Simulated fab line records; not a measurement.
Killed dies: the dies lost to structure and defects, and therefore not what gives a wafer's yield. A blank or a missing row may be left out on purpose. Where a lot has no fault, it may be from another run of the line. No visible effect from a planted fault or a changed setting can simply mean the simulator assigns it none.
What tool caused it? / flow gf180mcu / 11 lots, 33 wafers sampled, at 5 steps of a route of 602

== WHAT THE GAUGES SHOWED, per wafer ==
GF_V3_THK_MEAS_01.
lot=L498; measured=day 21 14:10; on=film-metro-04; V3_CVD_00_THK (nm)=599 605 606
lot=L500; measured=day 22 05:59; on=film-metro-03; V3_CVD_00_THK (nm)=606 598 612
lot=L503; measured=day 23 09:28; on=film-metro-03; V3_CVD_00_THK (nm)=623 619 613
lot=L505; measured=day 24 10:33; on=film-metro-03; V3_CVD_00_THK (nm)=620 616 603
lot=L508; measured=day 25 05:26; on=film-metro-03; V3_CVD_00_THK (nm)=599 600 605
lot=L509; measured=day 25 17:19; on=film-metro-03; V3_CVD_00_THK (nm)=602 607 603
lot=L511; measured=day 27 00:15; on=film-metro-01; V3_CVD_00_THK (nm)=591 598 598
lot=L513; measured=day 27 01:14; on=film-metro-03; V3_CVD_00_THK (nm)=596 601 593
lot=L514; measured=day 27 07:03; on=film-metro-01; V3_CVD_00_THK (nm)=590 592 593
lot=L517; measured=day 27 19:52; on=film-metro-01; V3_CVD_00_THK (nm)=602 590 600
lot=L518; measured=day 28 01:04; on=film-metro-04; V3_CVD_00_THK (nm)=590 604 595

GF_V3_THK_MEAS_03.
lot=L498; measured=day 21 14:19; on=film-metro-01; V3_CVD_02_THK (nm)=828 844 860
lot=L500; measured=day 22 06:07; on=film-metro-04; V3_CVD_02_THK (nm)=831 861 855
lot=L503; measured=day 23 09:35; on=film-metro-04; V3_CVD_02_THK (nm)=864 858 867
lot=L505; measured=day 24 10:41; on=film-metro-03; V3_CVD_02_THK (nm)=840 859 863
lot=L508; measured=day 25 05:34; on=film-metro-03; V3_CVD_02_THK (nm)=851 848 863
lot=L509; measured=day 25 17:26; on=film-metro-04; V3_CVD_02_THK (nm)=835 842 845
lot=L511; measured=day 27 00:23; on=film-metro-04; V3_CVD_02_THK (nm)=839 855 865
lot=L513; measured=day 27 01:22; on=film-metro-01; V3_CVD_02_THK (nm)=860 858 879
lot=L514; measured=day 27 07:11; on=film-metro-04; V3_CVD_02_THK (nm)=836 835 851
lot=L517; measured=day 27 20:00; on=film-metro-03; V3_CVD_02_THK (nm)=1422 837 856
lot=L518; measured=day 28 01:11; on=film-metro-03; V3_CVD_02_THK (nm)=1432 846 852

== EACH LOT AND THE TOOL THAT RAN IT (in order: tool; ch and the chambers of the sampled wafers; start) ==
lot=L498; GF_V2_ETCH_16=rie-diel-02 ch 0,1,2, day 20 11:59; GF_V2_SPUTTER_22=pvd-sputter-03, day 20 12:42; GF_V3_CVD_02=pecvd-02 ch 1,2, day 21 14:13
lot=L500; GF_V2_ETCH_16=rie-diel-01 ch 1,3, day 21 03:26; GF_V2_SPUTTER_22=pvd-sputter-03, day 21 04:10; GF_V3_CVD_02=pecvd-01 ch 1,2, day 22 06:01
lot=L503; GF_V2_ETCH_16=rie-diel-02 ch 2,3, day 22 08:11; GF_V2_SPUTTER_22=pvd-sputter-03, day 22 08:55; GF_V3_CVD_02=pecvd-04 ch 0,2, day 23 09:30
lot=L505; GF_V2_ETCH_16=rie-diel-01 ch 0,2,3, day 23 09:22; GF_V2_SPUTTER_22=pvd-sputter-02, day 23 10:05; GF_V3_CVD_02=pecvd-02 ch 0,1,2, day 24 10:36
lot=L508; GF_V2_ETCH_16=rie-diel-03 ch 0,2,3, day 24 05:37; GF_V2_SPUTTER_22=pvd-sputter-02, day 24 06:22; GF_V3_CVD_02=pecvd-02 ch 1,2, day 25 05:29
lot=L509; GF_V2_ETCH_16=rie-diel-02 ch 0,2, day 24 17:19; GF_V2_SPUTTER_22=pvd-sputter-03, day 24 18:04; GF_V3_CVD_02=pecvd-01 ch 0,1, day 25 17:22
lot=L511; GF_V2_ETCH_16=rie-diel-03 ch 0,2, day 26 01:07; GF_V2_SPUTTER_22=pvd-sputter-02, day 26 01:52; GF_V3_CVD_02=pecvd-02 ch 0,1,2, day 27 00:19
lot=L513; GF_V2_ETCH_16=rie-diel-01 ch 0,1,2, day 26 02:25; GF_V2_SPUTTER_22=pvd-sputter-02, day 26 03:09; GF_V3_CVD_02=pecvd-02 ch 0,1, day 27 01:17
lot=L514; GF_V2_ETCH_16=rie-diel-01 ch 1,2,3, day 26 08:58; GF_V2_SPUTTER_22=pvd-sputter-03, day 26 09:44; GF_V3_CVD_02=pecvd-01 ch 0,1, day 27 07:07
lot=L517; GF_V2_ETCH_16=rie-diel-02 ch 0,1,2, day 26 20:52; GF_V2_SPUTTER_22=pvd-sputter-04, day 26 21:36; GF_V3_CVD_02=pecvd-01 ch 1,2, day 27 19:56
lot=L518; GF_V2_ETCH_16=rie-diel-02 ch 0,2,3, day 27 02:52; GF_V2_SPUTTER_22=pvd-sputter-03, day 27 03:38; GF_V3_CVD_02=pecvd-01 ch 0,1,2, day 28 01:07
- GF_V2_ETCH_16: etches BARC in N2/H2.
- GF_V2_SPUTTER_22: material TiN, target thk 10 nm, time 40 s.
- GF_V3_CVD_02: deposits SiO2 from TEOS, target thk 850 nm, time 94.851 s.

== AS READ BY THE TOOLS THEMSELVES (means over the sampled wafers that have a number; for cases with no such wafer, the mark the record gives instead) ==
GF_V2_ETCH_16.
lot=L498; tool=rie-diel-02; drypump-motor-current-A (A)=5.3; oes-product-au (a.u.)=0.856; throttle-valve-pct (%)=13.238
lot=L500; tool=rie-diel-01; drypump-motor-current-A (A)=5.6; oes-product-au (a.u.)=0.858; throttle-valve-pct (%)=13.231
lot=L503; tool=rie-diel-02; drypump-motor-current-A (A)=5.2; oes-product-au (a.u.)=0.852; throttle-valve-pct (%)=13.232
lot=L505; tool=rie-diel-01; drypump-motor-current-A (A)=5.8; oes-product-au (a.u.)=0.857; throttle-valve-pct (%)=13.229
lot=L508; tool=rie-diel-03; drypump-motor-current-A (A)=5.9; oes-product-au (a.u.)=0.860; throttle-valve-pct (%)=13.230
lot=L509; tool=rie-diel-02; drypump-motor-current-A (A)=5.0; oes-product-au (a.u.)=0.856; throttle-valve-pct (%)=13.229
lot=L511; tool=rie-diel-03; drypump-motor-current-A (A)=5.9; oes-product-au (a.u.)=0.860; throttle-valve-pct (%)=13.224
lot=L513; tool=rie-diel-01; drypump-motor-current-A (A)=6.1; oes-product-au (a.u.)=0.860; throttle-valve-pct (%)=13.221
lot=L514; tool=rie-diel-01; drypump-motor-current-A (A)=5.6; oes-product-au (a.u.)=0.853; throttle-valve-pct (%)=13.225
lot=L517; tool=rie-diel-02; drypump-motor-current-A (A)=5.3; oes-product-au (a.u.)=0.853; throttle-valve-pct (%)=13.219
lot=L518; tool=rie-diel-02; drypump-motor-current-A (A)=5.0; oes-product-au (a.u.)=0.853; throttle-valve-pct (%)=13.221

GF_V2_SPUTTER_22.
lot=L498; tool=pvd-sputter-03; cathode-dc-power-W (W)=4000.0; throttle-valve-pct (%)=30.5
lot=L500; tool=pvd-sputter-03; cathode-dc-power-W (W)=4000.2; throttle-valve-pct (%)=30.2
lot=L503; tool=pvd-sputter-03; cathode-dc-power-W (W)=3999.4; throttle-valve-pct (%)=31.1
lot=L505; tool=pvd-sputter-02; cathode-dc-power-W (W)=3999.3; throttle-valve-pct (%)=29.0
lot=L508; tool=pvd-sputter-02; cathode-dc-power-W (W)=3999.3; throttle-valve-pct (%)=29.6
lot=L509; tool=pvd-sputter-03; cathode-dc-power-W (W)=3999.5; throttle-valve-pct (%)=30.0
lot=L511; tool=pvd-sputter-02; cathode-dc-power-W (W)=4000.1; throttle-valve-pct (%)=29.5
lot=L513; tool=pvd-sputter-02; cathode-dc-power-W (W)=3999.6; throttle-valve-pct (%)=29.4
lot=L514; tool=pvd-sputter-03; cathode-dc-power-W (W)=4000.1; throttle-valve-pct (%)=29.8
lot=L517; tool=pvd-sputter-04; cathode-dc-power-W (W)=4000.2; throttle-valve-pct (%)=28.9
lot=L518; tool=pvd-sputter-03; cathode-dc-power-W (W)=3999.7; throttle-valve-pct (%)=30.3

GF_V3_CVD_02.
lot=L498; tool=pecvd-02; heater-power-w (W)=674
lot=L500; tool=pecvd-01; heater-power-w (W)=564
lot=L503; tool=pecvd-04; heater-power-w (W)=712
lot=L505; tool=pecvd-02; heater-power-w (W)=670
lot=L508; tool=pecvd-02; heater-power-w (W)=698
lot=L509; tool=pecvd-01; heater-power-w (W)=599
lot=L511; tool=pecvd-02; heater-power-w (W)=715
lot=L513; tool=pecvd-02; heater-power-w (W)=619
lot=L514; tool=pecvd-01; heater-power-w (W)=624
lot=L517; tool=pecvd-01; heater-power-w (W)=560
lot=L518; tool=pecvd-01; heater-power-w (W)=547

== THE ANSWER, worked out from the rows above alone ==
Rule: the lots themselves supply what counts as usual. Put in order of their means at a reading, lots are off if they are a third of the lots or fewer, leave a main group of 4 or more, and stand apart from it by a gap of 3 or more times the standard deviation of the main group's means; of several such gaps the widest counts. Not used: any main group whose means are identical at the precision the tables above print for the reading. Also off: a lot with no number at a reading for which 4 or more lots have one. The other lots that the step has rows for count as sound. First the gauges in route order, then the tools' own readings, where a lot's mean is used as printed above. The first step at which some lot is off is used, and at that step the reading that is off furthest; a lot without a number counts as furthest.
Off: L517, L518, seen at GF_V3_THK_MEAS_03 (V3_CVD_02_THK). The main group has a mean of 852 nm with a standard deviation of 8.5.
A tool fits if, at a process step before that reading, it ran every lot that is off, and no sound lot after the first of them. The gauges at GF_V3_THK_MEAS_03 are tried like those tools. Can't be told from this: 3 tools fit, rie-diel-02 at GF_V2_ETCH_16, pecvd-01 at GF_V3_CVD_02, film-metro-03 at GF_V3_THK_MEAS_03.

== WHAT THE SIMULATOR PUT IN ==
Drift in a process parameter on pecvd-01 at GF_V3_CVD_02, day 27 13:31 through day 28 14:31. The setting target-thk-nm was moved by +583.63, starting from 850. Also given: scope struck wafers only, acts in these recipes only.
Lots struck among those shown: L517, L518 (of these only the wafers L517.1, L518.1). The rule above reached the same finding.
